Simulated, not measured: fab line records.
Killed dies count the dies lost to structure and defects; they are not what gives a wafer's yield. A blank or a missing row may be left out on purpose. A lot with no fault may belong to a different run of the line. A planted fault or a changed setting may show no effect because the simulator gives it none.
fab line records | flow sky130
record: lots: 10 wafers: 30 lastDay: 49
route steps=708 shown POLY_GATE@229 LDD_N@244
lots that met no fault: from a run of the same line without faults
startH: hours from the record's first day to the start of the lot's first wafer shown | waitH: hours since the lot's step before | " the same as in the row above | L1.1+2: several wafers, shown together as one row | - either no value or no given start | * or withheld: withheld | < > ~ a bound
route shown NAME@n: names a module that has steps shown in the file, with the first one's number in the route | usual: the fault-free wafers' mean and standard deviation | same: alike in all rows | chamber/n: place in a boat | sites: per-site readings | _std_site: standard deviation across them | _edge_site: the outer-site mean with the inner-site mean subtracted | radiusMm: how far each site lies from the wafer's centre | mask NAME#n: copy n | behind: tool/chamber where the wafer was last shaped | hold: the reason the lot was held/the length of the hold in hours/how it ended | device: the n, p or np transistor that did not switch | end of line: tests run on the same wafers once the route is complete | where a step has no rows: the recipe by itself | killed: dies that structure and defects cost at the first sort, which is not the same as the wafer's yield | map: dies across one wafer; x = killed, . = not, _ = none there
set.NAME: the setting as run; set.NAME@STEP: as run at that earlier step | model.NAME: the simulator's own value behind a step, which no gauge read
route steps across a sampled set of lots; one table per step, one row per wafer
services: a tool's chamber out of use, with start hour (startH, from the record's first day; less than 0 if before it), hours out, and reason
== steps ==
step: SKY_POLY_GATE_ETCH_15
recipe: chemistry: N2/H2 target: BARC ionEnergyEv: 200 sourceW: 500 biasW: 100 pressureMtorr: 30 n2FlowSccm: 100 h2FlowSccm: 200 stopOn: SiO2 timeS: 118.5 targetDepthA: 1100
usual: biasW: 100.03/0.28 drypumpMotorCurrentA: 6.0/0.55 oesProductAu: 0.716/0.0046 rfFwdPowerW: 497.3/1.7 throttleValvePct: 13.213/0.0086
columns lot.wafer tool chamber startH waitH biasW drypumpMotorCurrentA oesProductAu rfFwdPowerW rfHoursCounterH throttleValvePct
L572.1 rieDiel-02 0 379.28 0.0 99.52 5.0 0.719 496.3 1 13.212
L572.3 " 1 " " 99.91 4.9 0.713 498.9 65 13.210
L572.6 " 2 " " 99.97 6.2 0.709 499.4 - 13.215
L573.1 rieDiel-03 2 385.13 0.0 100.09 5.9 0.711 496.3 47 13.223
L573.2 " 1 " " 99.89 6.8 0.716 496.8 12 13.222
L573.3 " 3 " " 99.99 6.1 0.708 496.8 84 13.215
L574.2 rieDiel-02 1 396.58 0.0 99.84 4.9 0.711 496.8 66 13.202
L574.3 " 0 " " 100.40 5.0 0.711 498.1 2 13.220
L574.4 " 2 " " 99.97 6.2 0.718 497.9 38 13.201
L575.1 rieDiel-02 2 401.76 0.0 100.21 6.2 0.712 493.3 38 13.203
L575.4 " 1 " " 99.97 4.9 0.719 500.0 66 13.221
L575.5 " 3 " " 100.06 5.5 0.719 498.0 - 13.208
L576.1 rieDiel-01 1 415.98 0.0 99.81 5.8 0.721 495.4 13 13.220
L576.2 " 3 " " 100.32 6.0 0.725 496.3 2 13.226
L576.3 " 2 " " 99.78 6.4 0.721 494.7 5 13.228
L580.1 rieDiel-03 3 473.98 0.0 100.11 6.1 0.716 495.9 86 13.210
L580.2 " 2 " " 99.45 5.9 0.718 497.3 49 13.214
L580.4 " 1 " " 100.10 6.8 0.723 500.3 14 13.212
L581.1 rieDiel-03 3 477.91 0.0 100.49 6.0 0.717 494.1 86 13.221
L581.4 " 0 " " 99.90 5.6 0.713 497.0 14 13.198
L581.6 " 1 " " 99.99 6.8 0.723 496.7 - 13.226
L582.1 rieDiel-01 0 483.08 0.0 99.72 6.7 0.718 498.8 44 13.225
L582.2 " 2 " " 99.43 6.4 0.710 501.6 6 13.194
L582.3 " 3 " " 99.81 5.9 0.719 497.0 3 13.236
L584.1 rieDiel-01 2 490.56 0.0 99.84 6.4 0.715 497.1 7 13.219
L584.5 " 3 " " 100.26 5.9 0.717 495.6 - 13.218
L584.6 " 0 " " 100.02 6.7 0.714 494.9 - 13.226
L583.1 rieDiel-02 2 491.71 0.0 99.93 6.2 0.719 496.6 40 13.209
L583.5 " 3 " " 99.77 5.5 0.714 496.4 - 13.200
L583.6 " 1 " " 100.44 4.9 0.708 497.4 - 13.224
step: SKY_POLY_GATE_ETCH_17
recipe: targetDepthNm: 180 stopOn: SiO2 overEtchFrac: 0.56667 chemistry: HBr/Cl2 target: poly-Si icpW: 400 biasW: 100 pressureMtorr: 10 HBr_flow_sccm: 150 Cl2_flow_sccm: 50 timeS: 70.5
usual: biasW: 100.00/0.26 drypumpMotorCurrentA: 5.8/0.31 oesProductAu: 0.985/0.0067 rfFwdPowerW: 396.2/1.5 throttleValvePct: 33.685/0.0089
same: overEtchFrac: 0.56667
columns lot.wafer tool chamber startH waitH biasW drypumpMotorCurrentA oesProductAu rfFwdPowerW rfHoursCounterH throttleValvePct
L572.1 rieSi-02 2 379.46 0.0 100.11 6.1 0.978 396.6 0 33.683
L572.3 " 0 " " 99.98 6.1 0.982 397.9 63 33.686
L572.6 " 0 " " 100.33 6.1 0.978 395.4 - 33.682
L573.1 rieSi-01 3 385.32 0.0 100.35 5.8 0.987 395.9 1 33.686
L573.2 " 2 " " 100.02 5.4 0.978 394.0 4 33.680
L573.3 " 1 " " 100.38 5.1 0.985 399.9 5 33.688
L574.2 rieSi-02 1 396.77 0.0 100.10 5.7 0.985 395.5 66 33.680
L574.3 " 2 " " 99.75 6.1 0.979 395.9 0 33.690
L574.4 " 3 " " 100.33 6.0 0.982 395.9 5 33.681
L575.1 rieSi-02 2 401.94 0.0 99.63 6.2 0.988 396.5 0 33.681
L575.4 " 0 " " 100.09 6.1 0.980 396.7 63 33.671
L575.5 " 0 " " 99.71 6.2 0.979 398.4 - 33.691
L576.1 rieSi-02 0 416.16 0.0 100.03 6.2 0.974 395.3 64 33.682
L576.2 " 3 " " 99.67 6.0 0.979 394.5 5 33.693
L576.3 " 1 " " 100.27 5.7 0.986 397.9 66 33.698
L580.1 rieSi-02 3 474.16 0.0 99.52 6.0 0.977 394.6 5 33.685
L580.2 " 1 " " 99.88 5.7 0.988 396.6 0 33.688
L580.4 " 1 " " 99.80 5.7 0.986 397.5 - 33.686
L581.1 rieSi-02 2 478.09 0.0 99.81 6.1 0.979 395.4 1 33.691
L581.4 " 3 " " 99.94 6.0 0.991 396.4 - 33.693
L581.6 " 1 " " 99.83 5.7 0.993 397.6 - 33.676
L582.1 rieSi-02 3 483.26 0.0 99.82 6.0 0.973 395.1 6 33.682
L582.2 " 2 " " 99.82 6.1 0.974 396.1 1 33.683
L582.3 " 1 " " 99.94 5.7 0.993 397.4 0 33.683
L584.1 rieSi-02 1 490.74 0.0 100.05 5.8 0.985 394.6 0 33.681
L584.5 " 1 " " 100.28 5.7 0.985 394.9 - 33.693
L584.6 " 2 " " 99.86 6.1 0.986 398.7 - 33.697
L583.1 rieSi-02 2 491.89 0.0 100.29 6.1 0.971 397.4 1 33.679
L583.5 " 2 " " 100.18 6.1 0.988 395.9 - 33.686
L583.6 " 3 " " 99.53 6.0 0.983 395.3 - 33.675
step: SKY_LDD_N_OVL_MEAS_07
usual: LDD_N_OVL: -0.2/1.2
columns lot.wafer tool chamber startH waitH LDD_N_OVL[nm]
L572.1 overlay-02 - 410.83 0.1 -0.8
L572.3 " - " " -0.9
L572.6 " - " " -1.6
L573.1 overlay-02 - 419.68 0.1 -2.0
L573.2 " - " " -1.2
L573.3 " - " " -2.1
L574.2 overlay-01 - 430.41 0.1 -0.3
L574.3 " - " " 1.7
L574.4 " - " " 0.3
L575.1 overlay-01 - 434.20 0.1 -1.7
L575.4 " - " " -1.5
L575.5 " - " " -0.4
L576.1 overlay-01 - 449.55 0.1 0.7
L576.2 " - " " -0.2
L576.3 " - " " 0.6
L580.1 overlay-02 - 507.90 0.1 -1.1
L580.2 " - " " 0.9
L580.4 " - " " 0.0
L581.1 overlay-02 - 511.70 0.1 -0.4
L581.4 " - " " -1.0
L581.6 " - " " -0.5
L582.1 overlay-02 - 516.25 0.1 -0.2
L582.2 " - " " 0.4
L582.3 " - " " -2.4
L584.1 overlay-01 - 523.98 0.1 1.0
L584.5 " - " " 0.8
L584.6 " - " " 2.5
L583.1 overlay-01 - 525.25 0.1 -2.1
L583.5 " - " " -1.2
L583.6 " - " " -0.8
step: SKY_LDD_N_IMPLANT_10
recipe: species: As energyKev: 20 doseCm2: 7.5e+13 tiltDeg: withheld rotationDeg: 203
usual: doseIonsCm2: 7.498e+13/8.5e+10 implantIonAmu: 75/0
columns lot.wafer tool chamber startH waitH doseIonsCm2 implantIonAmu
L572.1 implanter-04 0 411.16 0.1 7.499e+13 75
L572.3 " 0 " " 7.502e+13 75
L572.6 " 0 " " 7.495e+13 75
L573.1 implanter-04 0 420.01 0.1 7.5e+13 75
L573.2 " 0 " " 7.51e+13 75
L573.3 " 0 " " 7.506e+13 75
L574.2 implanter-03 0 430.76 0.1 7.499e+13 75
L574.3 " 0 " " 7.504e+13 75
L574.4 " 0 " " 7.505e+13 75
L575.1 implanter-03 0 434.54 0.1 7.485e+13 75
L575.4 " 0 " " 7.493e+13 75
L575.5 " 0 " " 7.493e+13 75
L576.1 implanter-03 0 449.88 0.1 7.496e+13 75
L576.2 " 0 " " 7.498e+13 75
L576.3 " 0 " " 7.508e+13 75
L580.1 implanter-02 0 508.23 0.1 7.503e+13 75
L580.2 " 0 " " 7.491e+13 75
L580.4 " 0 " " 7.5e+13 75
L581.1 implanter-03 0 512.03 0.1 7.499e+13 31
L581.4 " 0 " " 7.496e+13 31
L581.6 " 0 " " 7.498e+13 31
L582.1 implanter-03 0 516.58 0.1 7.501e+13 31
L582.2 " 0 " " 7.494e+13 31
L582.3 " 0 " " 7.5e+13 31
L584.1 implanter-03 0 524.31 0.1 7.491e+13 31
L584.5 " 0 " " 7.5e+13 31
L584.6 " 0 " " 7.488e+13 31
L583.1 implanter-03 0 525.58 0.1 7.497e+13 31
L583.5 " 0 " " 7.489e+13 31
L583.6 " 0 " " 7.508e+13 31
step: SKY_LDD_N_STRIP_16
recipe: chemistry: O2/N2 powerW: 1400 pressureMtorr: 1500 platenTempC: withheld o2FlowSccm: 3000 n2FlowSccm: 300 overashFraction: 0.5
usual: drypumpMotorCurrentA: 6.1/0.49 oesProductAu: 0.407/0.0043 stripTimeToEndpointS: 4.315/0.013
columns lot.wafer tool chamber startH waitH drypumpMotorCurrentA oesProductAu rfHoursCounterH stripTimeToEndpointS
L572.1 plasmaAsher-04 1 412.06 0.1 6.0 0.411 60 4.314
L572.3 " 0 " " 6.5 0.406 - 4.328
L572.6 " 0 " " 6.5 0.404 - 4.340
L573.1 plasmaAsher-03 0 420.91 0.1 6.0 0.404 74 4.291
L573.2 " 1 " " 5.7 0.406 74 4.328
L573.3 " 0 " " 6.0 0.401 - 4.309
L574.2 plasmaAsher-04 0 431.64 0.1 6.6 0.410 62 4.335
L574.3 " 1 " " 6.0 0.409 - 4.325
L574.4 " 0 " " 6.5 0.409 - 4.321
L575.1 plasmaAsher-04 0 435.44 0.1 6.5 0.408 62 4.310
L575.4 " 0 " " 6.5 0.407 - 4.305
L575.5 " 1 " " 6.0 0.407 - 4.307
L576.1 plasmaAsher-03 1 450.78 0.1 5.7 0.405 78 4.314
L576.2 " 0 " " 6.0 0.409 78 4.304
L576.3 " 1 " " 5.7 0.407 - 4.326
L580.1 plasmaAsher-04 1 509.13 0.1 6.0 0.405 70 4.302
L580.2 " 0 " " 6.5 0.408 70 4.316
L580.4 " 1 " " 6.0 0.415 - 4.302
L581.1 plasmaAsher-02 0 512.93 0.1 5.1 0.411 40 4.224
L581.4 " 1 " " 6.6 0.414 - 4.242
L581.6 " 1 " " 6.6 0.402 - 4.223
L582.1 plasmaAsher-04 0 517.48 0.1 6.5 0.415 71 4.189
L582.2 " 1 " " 6.0 0.404 71 4.234
L582.3 " 0 " " 6.5 0.397 - 4.227
L584.1 plasmaAsher-02 1 525.21 0.1 6.7 0.404 41 4.228
L584.5 " 0 " " 5.1 0.410 - 4.244
L584.6 " 1 " " 6.6 0.400 - 4.240
L583.1 plasmaAsher-04 1 526.48 0.1 6.0 0.409 72 4.244
L583.5 " 1 " " 6.0 0.407 - 4.229
L583.6 " 0 " " 6.5 0.403 - 4.209
step: SKY_LDD_N_TW_MEAS_17
usual: LDD_N_TW: 2588/13
columns lot.wafer tool chamber startH waitH LDD_N_TW
L572.1 filmMetro-03 - 412.16 0.1 2590
L572.3 " - " " 2580
L572.6 " - " " 2582
L573.1 filmMetro-01 - 421.01 0.1 2597
L573.2 " - " " 2579
L573.3 " - " " 2563
L574.2 filmMetro-02 - 431.75 0.1 2585
L574.3 " - " " 2573
L574.4 " - " " 2586
L575.1 filmMetro-03 - 435.54 0.1 2584
L575.4 " - " " 2595
L575.5 " - " " 2594
L576.1 filmMetro-01 - 450.88 0.1 2588
L576.2 " - " " 2575
L576.3 " - " " 2576
L580.1 filmMetro-02 - 509.23 0.1 2605
L580.2 " - " " 2599
L580.4 " - " " 2598
L581.1 filmMetro-02 - 513.03 0.1 2557
L581.4 " - " " 2550
L581.6 " - " " 2563
L582.1 filmMetro-01 - 517.58 0.1 2541
L582.2 " - " " 2537
L582.3 " - " " 2524
L584.1 filmMetro-02 - 525.31 0.1 2560
L584.5 " - " " 2564
L584.6 " - " " 2561
L583.1 filmMetro-03 - 526.58 0.1 2551
L583.5 " - " " 2552
L583.6 " - " " 2541
== services ==
columns tool chamber startH hours kind
rieDiel-01 1 364.53 2.9 repair
rieDiel-01 2 367.11 3.1 repair
implanter-03 - 371.45 2.0 repair
rieDiel-01 0 384.04 15.7 repair
implanter-03 - 389.36 3.0 repair
plasmaAsher-02 - 400.48 0.5 repair
implanter-02 - 411.65 3.3 repair
rieDiel-03 2 415.27 10.7 repair
implanter-04 - 416.27 1.8 repair
implanter-04 - 429.50 6.5 repair
rieDiel-02 1 431.34 5.3 repair
rieSi-02 1 450.29 - clean
implanter-04 - 452.86 6.5 pm
rieSi-01 3 457.87 2.6 repair
plasmaAsher-04 - 462.81 2.6 repair
implanter-02 - 468.66 2.5 repair
implanter-02 - 475.17 2.3 pm
rieSi-01 - 477.77 14.6 pm
rieDiel-02 0 479.38 16.2 repair
implanter-04 - 485.46 85.9 pm
rieDiel-01 1 487.52 21.8 repair
rieDiel-01 3 504.88 4.7 repair
rieDiel-02 1 505.49 7.3 repair
rieSi-01 - 517.97 0.8 repair
== key ==
firstSign: step: SKY_LDD_N_IMPLANT_10 reading: implantIonAmu direction: down sigmas: 99+ usual: 75 struck: 31
effect: step: SKY_LDD_N_STRIP_16 reading: stripTimeToEndpointS direction: down sigmas: 6.5 usual: * struck: *
effect: step: SKY_LDD_N_TW_MEAS_17 reading: LDD_N_TW direction: down sigmas: 3 usual: 2588 struck: 2550
metAt SKY_LDD_N_IMPLANT_10
struckLots L581,L582,L583,L584
testerLeftOut L581,L582,L583,L584
notActingAt SKY_POLY_GATE_ETCH_15,SKY_POLY_GATE_ETCH_17,SKY_LDD_N_OVL_MEAS_07
onsetBetween 508.23 512.03
fault: kind: wrongRecipeDownload tool: implanter-02,implanter-03,implanter-04 chamber: - onsetH: 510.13 steps: SKY_LDD_N_IMPLANT_10 wrongRecipe.notListed: 1
testerLeftOut: of these lots the tester's yield and bins aren't shown, on N5 and GAA mostly nor the transistor test; their killed dies are dies lost to structure and defects alone, not to doping, threshold or leakage, so they don't give the yield
